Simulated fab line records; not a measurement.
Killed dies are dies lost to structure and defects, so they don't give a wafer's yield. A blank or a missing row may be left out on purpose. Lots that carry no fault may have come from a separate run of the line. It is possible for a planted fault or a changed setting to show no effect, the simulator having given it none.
A lot that was struck, set against a sound lot :: flow sky130 :: 24 steps out of a route of 708
Sound: these wafers, L118.1, L118.4, L118.6. Struck: wafers L115.2, L115.4, L115.6. The cause is named last.
Per side, at each step with rows, come the tool, then ch with its chambers, and then its first start. Under that, the readings that differ: sound wafers :: struck wafers :: difference of the means :: sigmas: that difference in standard deviations of wafers without a fault.
alike: same words and numbers on both sides, and readings whose means sit less than 2 such deviations apart. not compared: any withheld reading, any reading some wafer has no value for, any bound like >300 that may hide the same value, and any number with overlapping values for which the record gives no deviation.
Wherever a step has rows on one side only, a row that says differs or no value, or a row with sigmas, the two part there. When numbers do not overlap yet have no deviation, they are printed without sigmas and do not part them. A reading missing from all wafers of one side parts the sides only when that side holds two or more wafers.

SKY_METAL3_METAL_ETCH_18: etches the open film in Cl2/BCl3, stops on SiO2, target depth 845 nm, time 183.1 s.
  sound on rie metal-01 ch 1, day 44 17:10; struck on rie metal-01 ch 0,1, day 42 20:28
  alike: drypump motor current A, oes product au, throttle valve pct
  not compared: rf hours counter h
SKY_METAL3_STRIP_19: strips in O2/N2.
  sound on plasma asher-03 ch 0,1, day 44 17:20; struck on plasma asher-01 ch 0,1, day 42 20:38
  alike: drypump motor current A, oes product au, strip time to endpoint s
  not compared: rf hours counter h
then, 4 steps without rows for these wafers: SKY_METAL3_STRIP_20 (strips in post etch residue remover, time 1200 s); SKY_METAL3_CLEAN_21 (cleans in IPA, time 180 s); SKY_METAL3_CLEAN_22 (cleans in O3/DIW); SKY_VIA3_HDPCVD_00 (deposits SiO2, target thk 1635 nm, time 272.5 s).
SKY_VIA3_THK_MEAS_01:
  sound on film metro-01 at day 44 18:10; struck on film metro-01 at day 42 21:24
  alike: VIA3_HDPCVD_THK
SKY_VIA3_CMP_02: polishes SiO2.
  sound on cmp-01 ch 0,2,3, day 44 18:14; struck on cmp-02 ch 1,3, day 42 21:30
reading: motor current A (A)
sound: 13.6 13.3 12.8
struck: 11.3 10.2 10.3
difference: -2.6
sigmas: -2
SKY_VIA3_BOW_MEAS_03:
  sound on film metro-01 at day 44 18:32; struck on film metro-01 at day 42 21:46
  alike: VIA3_BOW
then, 3 steps without rows for these wafers: SKY_VIA3_DEHYDRATE_04 (time 60 s); SKY_VIA3_HMDS_05 (prime time 60 s); SKY_VIA3_COAT_06 (resist thk 60 nm).
SKY_VIA3_COAT_07: resist thk 450 nm.
  sound on litho track-02 ch 0, day 45 05:00; struck on litho track-01 ch 0, day 43 08:00
reading: spin speed rpm (rpm)
sound: 2999.3 2997.0 3000.2
struck: 3551.2 3552.8 3555.1
difference: +554.2
sigmas: +99 or more

reading: model.KrF-thick_of_VIA3_COAT_07.thk nm (nm)
sound: 449.9 448.5 448.4
struck: 413.3 412.8 412.2
difference: -36.2
sigmas: 
  alike: chill plate temp C
SKY_VIA3_SOFTBAKE_08: time 93.82 s.
  sound: litho track-02 ch 0; struck: litho track-01 ch 0
reading: plate sensor t centre C (C)
sound: 100.86 100.87 100.88
struck: 100.88 100.9 100.89
difference: +0.02
sigmas: +2
  alike: chill plate temp C, heater power total W, plate sensor t edge C
then, 3 steps without rows for these wafers: SKY_VIA3_EXPOSE_09 (exposes mask VIM3, target cd 200 nm); SKY_VIA3_PEB_10; SKY_VIA3_DEVELOP_11 (develop time 60 s).
SKY_VIA3_CD_MEAS_12 targets a cd of 200 nm.
  sound on cd sem-01 at day 45 15:53; struck on cd sem-01 at day 43 19:48
  alike: cd nm
SKY_VIA3_OVL_MEAS_13:
  sound on overlay-01 at day 45 16:00; struck on overlay-01 at day 43 19:54
  alike: VIA3_OVL
SKY_VIA3_ETCH_14: etches BARC in N2/H2, stops on SiO2, time 45.9 s, target depth 60 nm.
  sound on rie diel-03 ch 1,2, day 45 16:02; struck on rie diel-03 ch 1,2, day 43 19:56
  alike: drypump motor current A, oes product au, throttle valve pct
  not compared: rf hours counter h
SKY_VIA3_ETCH_15: etches SiO2 in C4F8/O2/Ar, stops on TiN, target depth 507 nm, time 78 s.
  sound on rie diel-03 ch 1,2, day 45 16:05; struck on rie diel-03 ch 1,2, day 43 19:59
reading: model.KrF-thick_of_VIA3_COAT_07.thk nm (nm)
sound: 287.2 290.2 284.9
struck: 251.2 252.5 248.8
difference: -36.6
sigmas: 
  alike: oes product au
SKY_VIA3_STRIP_16: strips in O2/N2.
  sound on plasma asher-03 ch 0,1, day 45 16:08; struck on plasma asher-02 ch 0,1, day 43 20:02
reading: oes product au (a.u.)
sound: 0.398 0.409 0.401
struck: 0.376 0.388 0.379
difference: -0.022
sigmas: -5

reading: strip time to endpoint s (s)
sound: 4.085 4.107 4.063
struck: 3.693 3.721 3.680
difference: -0.387
sigmas: -14
  alike: drypump motor current A
  not compared: rf hours counter h
then, 1 step without rows for these wafers: SKY_VIA3_STRIP_17 (strips in post etch residue remover, time 1200 s).
SKY_PAD_OPEN_PROBE_99:
  the record holds rows for the sound wafers here (prober-02, day 50 15:02) but none for the struck ones

== WHERE THEY PART ==
Earliest at SKY_VIA3_CMP_02; latest, in this record, at SKY_PAD_OPEN_PROBE_99.

WHY: what the simulator had put in
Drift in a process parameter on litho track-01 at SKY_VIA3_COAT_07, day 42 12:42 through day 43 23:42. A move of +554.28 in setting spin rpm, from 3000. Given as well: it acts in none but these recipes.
